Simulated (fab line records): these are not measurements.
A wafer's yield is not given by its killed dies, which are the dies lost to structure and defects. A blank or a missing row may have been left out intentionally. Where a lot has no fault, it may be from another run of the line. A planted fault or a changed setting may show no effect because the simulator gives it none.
fab line records ; flow gf180mcu
record: lots: 12; wafers: 36; lastDay: 34
route steps=602 shown V1@336 M2@377 V2@391
lots with no fault: from the same line, run without faults
startH: hours from the record's opening day to when the first of the lot's shown wafers began ; waitH: hours since the lot's step before ; " as in the row above ; L1.1+2: a row that stands for several wafers ; - no value, or no start was given ; * or withheld: withheld ; < > ~ a bound
route shown NAME@n: NAME is a module with steps in the file, n the number in the route of the first one ; usual: average and standard deviation across the fault-free wafers ; same: alike in all rows ; chamber/n: place in a boat ; sites: each site's reading ; _std_site: standard deviation of those values ; _edge_site: outer sites' mean less inner sites' ; radiusMm: how far each site lies from the wafer's centre ; mask NAME#n: copy n ; behind: the last tool/chamber to shape the wafer ; hold: the reason the lot was held/the length of the hold in hours/how it ended ; device: transistor that didn't switch, given as n, p or np ; end of line: the same wafers' tests at the end of the route ; a step given without rows: its recipe and nothing more ; killed: dies that structure and defects cost at the first sort, which is not the same as the wafer's yield ; map: the dies of a wafer, with x for killed, . for not killed, _ for no die there
set.NAME: the setting the step ran with; set.NAME@STEP: the setting that earlier step ran with ; model.NAME: the simulator's own value behind a step, which no gauge read
the route's steps for a sample of lots (tables are steps, rows are wafers)
services: the hour from which a tool's chamber was out of use, counted from the record's first day as startH (under 0 if before that day), plus the number of hours and why
== steps ==
step: GF_V1_THK_MEAS_01
recipe: reads: SiO2_of_V1_CVD_00
usual: V1_CVD_00_THK: 598/6.5
lot.wafer;tool;chamber;startH;waitH;V1_CVD_00_THK[nm]
L163.1;filmMetro-03;-;379.05;0.0;599
L163.2;filmMetro-03;-;379.05;0.0;585
L163.4;filmMetro-03;-;379.05;0.0;593
L164.2;filmMetro-03;-;389.64;0.0;596
L164.5;filmMetro-03;-;389.64;0.0;598
L164.6;filmMetro-03;-;389.64;0.0;596
L165.1;filmMetro-02;-;402.59;0.0;603
L165.3;filmMetro-02;-;402.59;0.0;601
L165.4;filmMetro-02;-;402.59;0.0;598
L168.1;filmMetro-03;-;436.22;0.0;595
L168.2;filmMetro-03;-;436.22;0.0;593
L168.5;filmMetro-03;-;436.22;0.0;594
L172.3;filmMetro-03;-;467.84;0.1;597
L172.4;filmMetro-03;-;467.84;0.1;588
L172.6;filmMetro-03;-;467.84;0.1;599
L174.2;filmMetro-03;-;490.08;0.0;602
L174.3;filmMetro-03;-;490.08;0.0;603
L174.5;filmMetro-03;-;490.08;0.0;600
L179.2;filmMetro-03;-;525.99;0.0;603
L179.5;filmMetro-03;-;525.99;0.0;582
L179.6;filmMetro-03;-;525.99;0.0;587
L181.2;filmMetro-02;-;551.81;0.0;597
L181.3;filmMetro-02;-;551.81;0.0;599
L181.5;filmMetro-02;-;551.81;0.0;595
L182.1;filmMetro-03;-;557.44;0.0;594
L182.3;filmMetro-03;-;557.44;0.0;603
L182.4;filmMetro-03;-;557.44;0.0;596
L183.2;filmMetro-01;-;557.65;0.0;602
L183.3;filmMetro-01;-;557.65;0.0;607
L183.4;filmMetro-01;-;557.65;0.0;597
L184.2;filmMetro-02;-;570.38;0.0;615
L184.3;filmMetro-02;-;570.38;0.0;598
L184.5;filmMetro-02;-;570.38;0.0;603
L186.1;filmMetro-02;-;585.69;0.0;603
L186.2;filmMetro-02;-;585.69;0.0;590
L186.6;filmMetro-02;-;585.69;0.0;607
step: GF_M2_OVL_MEAS_15
usual: M2_OVL: 0/4.9
lot.wafer;tool;chamber;startH;waitH;M2_OVL[nm]
L163.1;overlay-01;-;427.49;0.1;-3
L163.2;overlay-01;-;427.49;0.1;3
L163.4;overlay-01;-;427.49;0.1;6
L164.2;overlay-02;-;439.17;0.1;2
L164.5;overlay-02;-;439.17;0.1;3
L164.6;overlay-02;-;439.17;0.1;9
L165.1;overlay-01;-;451.88;0.1;1
L165.3;overlay-01;-;451.88;0.1;-2
L165.4;overlay-01;-;451.88;0.1;-10
L168.1;overlay-01;-;487.01;0.1;-3
L168.2;overlay-01;-;487.01;0.1;-9
L168.5;overlay-01;-;487.01;0.1;-2
L172.3;overlay-02;-;517.34;0.1;7
L172.4;overlay-02;-;517.34;0.1;7
L172.6;overlay-02;-;517.34;0.1;4
L174.2;overlay-01;-;540.19;0.1;3
L174.3;overlay-01;-;540.19;0.1;-6
L174.5;overlay-01;-;540.19;0.1;2
L179.2;overlay-02;-;573.69;0.1;9
L179.5;overlay-02;-;573.69;0.1;11
L179.6;overlay-02;-;573.69;0.1;-2
L181.2;overlay-02;-;601.41;0.1;-6
L181.3;overlay-02;-;601.41;0.1;-4
L181.5;overlay-02;-;601.41;0.1;-8
L182.1;overlay-01;-;603.53;0.1;-3
L182.3;overlay-01;-;603.53;0.1;-1
L182.4;overlay-01;-;603.53;0.1;-2
L183.2;overlay-01;-;604.78;0.1;1
L183.3;overlay-01;-;604.78;0.1;3
L183.4;overlay-01;-;604.78;0.1;-5
L184.2;overlay-02;-;614.58;0.1;3
L184.3;overlay-02;-;614.58;0.1;-5
L184.5;overlay-02;-;614.58;0.1;-1
L186.1;overlay-01;-;628.43;0.1;6
L186.2;overlay-01;-;628.43;0.1;5
L186.6;overlay-01;-;628.43;0.1;3
step: GF_V2_COAT_09
recipe: resist: KrF; spinRpm: withheld; resistThkNm: 1000
usual: chillPlateTempC: 23.00/0.091
lot.wafer;tool;chamber;startH;waitH;chillPlateTempC
L163.1;lithoTrack-04;0;440;-;22.83
L163.2;lithoTrack-04;0;440;-;23.21
L163.4;lithoTrack-04;0;440;-;23.10
L164.2;lithoTrack-04;0;452;-;23.11
L164.5;lithoTrack-04;0;452;-;22.98
L164.6;lithoTrack-04;0;452;-;23.03
L165.1;lithoTrack-02;0;464;-;23.01
L165.3;lithoTrack-02;0;464;-;22.97
L165.4;lithoTrack-02;0;464;-;22.92
L168.1;lithoTrack-02;0;500;-;23.04
L168.2;lithoTrack-02;0;500;-;23.06
L168.5;lithoTrack-02;0;500;-;23.01
L172.3;lithoTrack-01;0;530;-;22.91
L172.4;lithoTrack-01;0;530;-;23.11
L172.6;lithoTrack-01;0;530;-;22.94
L174.2;lithoTrack-01;0;553;-;23.10
L174.3;lithoTrack-01;0;553;-;23.06
L174.5;lithoTrack-01;0;553;-;23.04
L179.2;lithoTrack-04;0;588;-;23.06
L179.5;lithoTrack-04;0;589;-;23.00
L179.6;lithoTrack-04;0;589;-;22.89
L181.2;lithoTrack-04;0;612;-;23.22
L181.3;lithoTrack-04;0;612;-;22.98
L181.5;lithoTrack-04;0;612;-;23.11
L182.1;lithoTrack-01;0;614;-;22.93
L182.3;lithoTrack-01;0;614;-;22.97
L182.4;lithoTrack-01;0;614;-;23.08
L183.2;lithoTrack-04;0;616;-;22.99
L183.3;lithoTrack-04;0;616;-;22.88
L183.4;lithoTrack-04;0;616;-;22.97
L184.2;lithoTrack-02;0;626;-;22.98
L184.3;lithoTrack-02;0;626;-;22.97
L184.5;lithoTrack-02;0;626;-;22.92
L186.1;lithoTrack-04;0;640;-;23.06
L186.2;lithoTrack-04;0;640;-;23.06
L186.6;lithoTrack-04;0;640;-;23.09
step: GF_V2_CD_MEAS_14
recipe: targetCdNm: 260
usual: cdNm: 260.5/1.2
lot.wafer;tool;chamber;startH;waitH;cdNm
L163.1;cdSem-02;-;452.81;0.1;260.0
L163.2;cdSem-02;-;452.81;0.1;259.9
L163.4;cdSem-02;-;452.81;0.1;260.1
L164.2;cdSem-02;-;465.04;0.1;259.7
L164.5;cdSem-02;-;465.04;0.1;258.4
L164.6;cdSem-02;-;465.04;0.1;259.7
L165.1;cdSem-02;-;477.19;0.1;258.2
L165.3;cdSem-02;-;477.19;0.1;258.0
L165.4;cdSem-02;-;477.19;0.1;259.1
L168.1;cdSem-02;-;512.64;0.1;262.1
L168.2;cdSem-02;-;512.64;0.1;260.8
L168.5;cdSem-02;-;512.64;0.1;260.6
L172.3;cdSem-01;-;541.85;0.1;266.1
L172.4;cdSem-01;-;541.85;0.1;266.6
L172.6;cdSem-01;-;541.85;0.1;266.7
L174.2;cdSem-02;-;564.59;0.1;266.6
L174.3;cdSem-02;-;564.59;0.1;265.8
L174.5;cdSem-02;-;564.59;0.1;265.4
L179.2;cdSem-02;-;600.36;0.1;260.9
L179.5;cdSem-02;-;600.36;0.1;259.7
L179.6;cdSem-02;-;600.36;0.1;261.0
L181.2;cdSem-01;-;623.28;0.1;260.8
L181.3;cdSem-01;-;623.28;0.1;260.4
L181.5;cdSem-01;-;623.28;0.1;260.2
L182.1;cdSem-01;-;625.26;0.1;259.4
L182.3;cdSem-01;-;625.26;0.1;258.3
L182.4;cdSem-01;-;625.26;0.1;259.8
L183.2;cdSem-01;-;626.81;0.1;261.0
L183.3;cdSem-01;-;626.81;0.1;261.0
L183.4;cdSem-01;-;626.81;0.1;261.1
L184.2;cdSem-02;-;636.18;0.1;260.3
L184.3;cdSem-02;-;636.18;0.1;259.8
L184.5;cdSem-02;-;636.18;0.1;259.0
L186.1;cdSem-02;-;650.49;0.1;262.3
L186.2;cdSem-02;-;650.49;0.1;262.3
L186.6;cdSem-02;-;650.49;0.1;261.7
step: GF_V2_OVL_MEAS_15
usual: V2_OVL: -4/4.4
lot.wafer;tool;chamber;startH;waitH;V2_OVL[nm]
L163.1;overlay-02;-;452.93;0.1;-1
L163.2;overlay-02;-;452.93;0.1;-6
L163.4;overlay-02;-;452.93;0.1;0
L164.2;overlay-01;-;465.14;0.1;1
L164.5;overlay-01;-;465.14;0.1;2
L164.6;overlay-01;-;465.14;0.1;2
L165.1;overlay-01;-;477.31;0.1;2
L165.3;overlay-01;-;477.31;0.1;0
L165.4;overlay-01;-;477.31;0.1;-5
L168.1;overlay-01;-;512.76;0.1;0
L168.2;overlay-01;-;512.76;0.1;-2
L168.5;overlay-01;-;512.76;0.1;-6
L172.3;overlay-01;-;541.94;0.1;-13
L172.4;overlay-01;-;541.94;0.1;-6
L172.6;overlay-01;-;541.94;0.1;-7
L174.2;overlay-01;-;564.69;0.1;1
L174.3;overlay-01;-;564.69;0.1;0
L174.5;overlay-01;-;564.69;0.1;1
L179.2;overlay-01;-;600.46;0.1;3
L179.5;overlay-01;-;600.46;0.1;-5
L179.6;overlay-01;-;600.46;0.1;-3
L181.2;overlay-01;-;623.39;0.1;-4
L181.3;overlay-01;-;623.39;0.1;3
L181.5;overlay-01;-;623.39;0.1;-1
L182.1;overlay-02;-;625.38;0.1;-2
L182.3;overlay-02;-;625.38;0.1;-3
L182.4;overlay-02;-;625.38;0.1;0
L183.2;overlay-01;-;626.91;0.1;-5
L183.3;overlay-01;-;626.91;0.1;-9
L183.4;overlay-01;-;626.91;0.1;-12
L184.2;overlay-01;-;636.29;0.1;-2
L184.3;overlay-01;-;636.29;0.1;-1
L184.5;overlay-01;-;636.29;0.1;-4
L186.1;overlay-01;-;650.61;0.1;-4
L186.2;overlay-01;-;650.61;0.1;-7
L186.6;overlay-01;-;650.61;0.1;-9
step: GF_V2_STRIP_18
recipe: chemistry: O2/N2; powerW: 1400; pressureMtorr: 1500; platenTempC: 250; o2FlowSccm: 3000; n2FlowSccm: 300; overashFraction: 0.5
usual: drypumpMotorCurrentA: 5.99/0.29; heaterPowerW: 347/35; o2FlowSccm: 2999/8.7; oesProductAu: 0.593/0.0057
lot.wafer;tool;chamber;startH;waitH;drypumpMotorCurrentA;heaterPowerW;o2FlowSccm;oesProductAu;rfHoursCounterH
L163.1;plasmaAsher-01;1;453.10;-;5.58;385;3013;0.599;84
L163.2;plasmaAsher-01;0;453.10;-;6.45;388;3007;0.587;84
L163.4;plasmaAsher-01;0;453.10;-;6.44;383;3000;0.592;-
L164.2;plasmaAsher-01;1;465.30;-;5.62;375;2998;0.603;86
L164.5;plasmaAsher-01;1;465.30;-;5.61;378;2988;0.589;-
L164.6;plasmaAsher-01;0;465.30;-;6.46;371;2981;0.589;-
L165.1;plasmaAsher-02;0;477.47;-;6.13;329;3001;0.603;66
L165.3;plasmaAsher-02;0;477.47;-;6.14;337;2998;0.594;-
L165.4;plasmaAsher-02;1;477.47;-;5.96;369;2988;0.599;-
L168.1;plasmaAsher-02;1;512.92;-;6.00;377;3000;0.597;70
L168.2;plasmaAsher-02;0;512.92;-;6.11;327;3014;0.594;70
L168.5;plasmaAsher-02;0;512.92;-;6.09;328;3000;0.590;-
L172.3;plasmaAsher-01;0;542.13;-;6.49;389;3002;0.544;-
L172.4;plasmaAsher-01;1;542.13;-;5.61;382;2988;0.556;-
L172.6;plasmaAsher-01;0;542.13;-;6.46;389;2990;0.553;-
L174.2;plasmaAsher-02;0;564.85;-;6.11;331;2983;0.550;76
L174.3;plasmaAsher-02;1;564.85;-;5.98;374;3005;0.545;-
L174.5;plasmaAsher-02;1;564.85;-;5.99;371;3006;0.544;-
L179.2;plasmaAsher-01;0;600.62;-;6.47;375;3006;0.607;100
L179.5;plasmaAsher-01;0;600.62;-;6.48;380;2998;0.591;-
L179.6;plasmaAsher-01;1;600.62;-;5.54;378;2998;0.604;-
L181.2;plasmaAsher-01;1;623.55;-;5.64;380;2990;0.602;102
L181.3;plasmaAsher-01;1;623.55;-;5.60;377;3000;0.597;-
L181.5;plasmaAsher-01;1;623.55;-;5.62;390;2999;0.600;-
L182.1;plasmaAsher-02;1;625.55;-;6.01;379;2997;0.594;82
L182.3;plasmaAsher-02;0;625.55;-;6.12;329;2997;0.595;-
L182.4;plasmaAsher-02;1;625.55;-;6.01;370;3017;0.587;-
L183.2;plasmaAsher-02;1;627.07;-;5.99;375;2997;0.594;82
L183.3;plasmaAsher-02;0;627.07;-;6.13;320;2995;0.604;-
L183.4;plasmaAsher-02;1;627.07;-;5.99;383;3002;0.594;-
L184.2;plasmaAsher-03;1;636.45;-;5.69;311;3000;0.591;53
L184.3;plasmaAsher-03;0;636.45;-;6.03;284;2973;0.599;-
L184.5;plasmaAsher-03;0;636.45;-;5.99;290;2996;0.602;-
L186.1;plasmaAsher-01;0;650.77;-;6.50;390;2984;0.592;105
L186.2;plasmaAsher-01;1;650.77;-;5.65;393;2988;0.590;105
L186.6;plasmaAsher-01;1;650.77;-;5.56;373;2979;0.591;-
== services ==
tool;chamber;startH;hours;kind
plasmaAsher-03;-;427.28;0.4;repair
plasmaAsher-03;-;449.83;15.7;pm
plasmaAsher-01;-;485.54;8.7;repair
plasmaAsher-03;-;559.54;3.3;repair
plasmaAsher-01;-;567.40;2.2;repair
== key ==
firstSign: step: GF_V2_CD_MEAS_14; reading: cdNm; direction: up; sigmas: 4.6; usual: 260.5; struck: 266.2
effect: step: GF_V2_STRIP_18; reading: oesProductAu; direction: down; sigmas: 7.8; usual: 0.593; struck: 0.549
metAt GF_V2_COAT_09
struckLots L172,L174
notActingAt GF_V1_THK_MEAS_01,GF_M2_OVL_MEAS_15,GF_V2_OVL_MEAS_15
fault: kind: processParameterDrift; tool: lithoTrack-01; chamber: -; onsetH: 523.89; steps: GF_V2_COAT_09; channel: resistThkNm; offset: *; shape: step; endH: 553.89; actsIn: *; stated: *
